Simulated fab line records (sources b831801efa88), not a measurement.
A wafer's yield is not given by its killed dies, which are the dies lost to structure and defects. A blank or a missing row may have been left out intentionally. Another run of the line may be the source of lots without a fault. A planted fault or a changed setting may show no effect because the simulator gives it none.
Problem report in the 8D (eight disciplines) form, filled by code | flow gf180mcu | the parts of the form that need people (team, actions taken, sign-off) are left out

## 1. WHAT WENT WRONG
V1_CVD_02_THK at GF_V1_THK_MEAS_03 reads a mean of 414 nm on 2 wafers of 2 lots; wafers without a fault read 849 nm with a standard deviation of 9.8. Relative to the usual mean, that is a shift of -44 standard deviations.
First seen on wafer L776.6, day 23 01:04, on film-metro-04. At this step, 35 wafers from 12 lots have a number in the record. Rule for "out" (also "out of limits"): further than 4 standard deviations from the usual mean. Any other wafer with a number is counted as sound.

## 2. WHAT IT IS, WHAT IT ISN'T
question                    | is                | is not
which readings at this step | V1_CVD_02_THK     | -
which lots                  | L776, L777        | L762, L765, L766, L767, L768, L769, L770, L771, L772, L775
which wafers of those lots  | L776.6, L777.3    | L776.5, L777.2, L777.5
read on which gauges        | film-metro-04     | film-metro-01, film-metro-03
when                        | from day 23 01:04 | up to then (31 sound wafers); but 2 sound wafers of L777 came after

## 3. THE SUSPECTS, EACH WITH WHAT RULES IT OUT
Counting: if a tool at a process step up to the reading ran every lot that is out, it stays a suspect. Sound lots after the first of them don't rule it out here, since some wafers of a struck lot are sound.
- the gauge at GF_V1_THK_MEAS_03 is ruled out. All the wafers that are out were read on film-metro-04, but those of them that GF_V1_CVD_02 has rows for are out there too, on other tools.
- pecvd-02 at GF_V1_CVD_02 (deposits SiO2 from TEOS, target thk 850 nm, time 94.851 s): kept. It ran every lot that is out, first L776 (day 23 01:00); its last sound lot up to then is L771 (day 21 12:23). Its own readings are out on those wafers: run-length-s.
The count leaves pecvd-02 at GF_V1_CVD_02.

## 4. THE CAUSE (what the simulator had put in)
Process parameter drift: pecvd-02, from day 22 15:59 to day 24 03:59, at GF_V1_CVD_02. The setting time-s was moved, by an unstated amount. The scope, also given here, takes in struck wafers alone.
The count eliminated every tool but this one.

## 5. SEQUENCE OF EFFECTS, ordered by route
Rows list readings where the struck wafers' mean (over those with a number) sits beyond 3 standard deviations from the usual. Only readings for which the record gives a usual standard deviation are gone through. hours: the time from each lot's start at the first step in this table that gives one to its start at this step, as a median over the lots. sigmas: the change in usual standard deviations.
hours | step              | reading            | usual      | on struck wafers | change | sigmas
0     | GF_V1_CVD_02      | run-length-s       | 122.5 s    | 74.3             | -48.2  | -99 or more
0     | GF_V1_THK_MEAS_03 | V1_CVD_02_THK      | 849 nm     | 414              | -436   | -44
0     | GF_V1_CMP_04      | time-to-endpoint-s | 81 s       | 28               | -54    | -8.6
-     | GF_V1_ETCH_17     | oes-product-au     | 0.856 a.u. | 0.689            | -0.167 | -37
Its process steps:
- GF_V1_CVD_02: deposits SiO2 from TEOS, target thk 850 nm, time 94.851 s.
- GF_V1_CMP_04: polishes SiO2.
- GF_V1_ETCH_17: etches SiO2 in C4F8/O2/Ar, stops on TiN, target depth 630 nm.
Later steps that measure or inspect, where all struck wafers having a row at the step show a number for every such reading and not one has moved that far: GF_V1_OVL_MEAS_15.

## 6. WHAT WOULD HAVE CAUGHT IT SOONER
In this record the first reading out of limits at a measuring or inspecting step was taken at day 23 01:04, 9 hours after the fault began at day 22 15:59.
The tool's own readings at GF_V1_CVD_02 were out on every struck wafer that the step has a row for (run-length-s): an alarm limit on them would have fired on the first of those.
Among the 2 lots that are out, L777 began GF_V1_CVD_02 on pecvd-02 after day 23 01:04. It would have been spared by a hold on the tool at that moment.
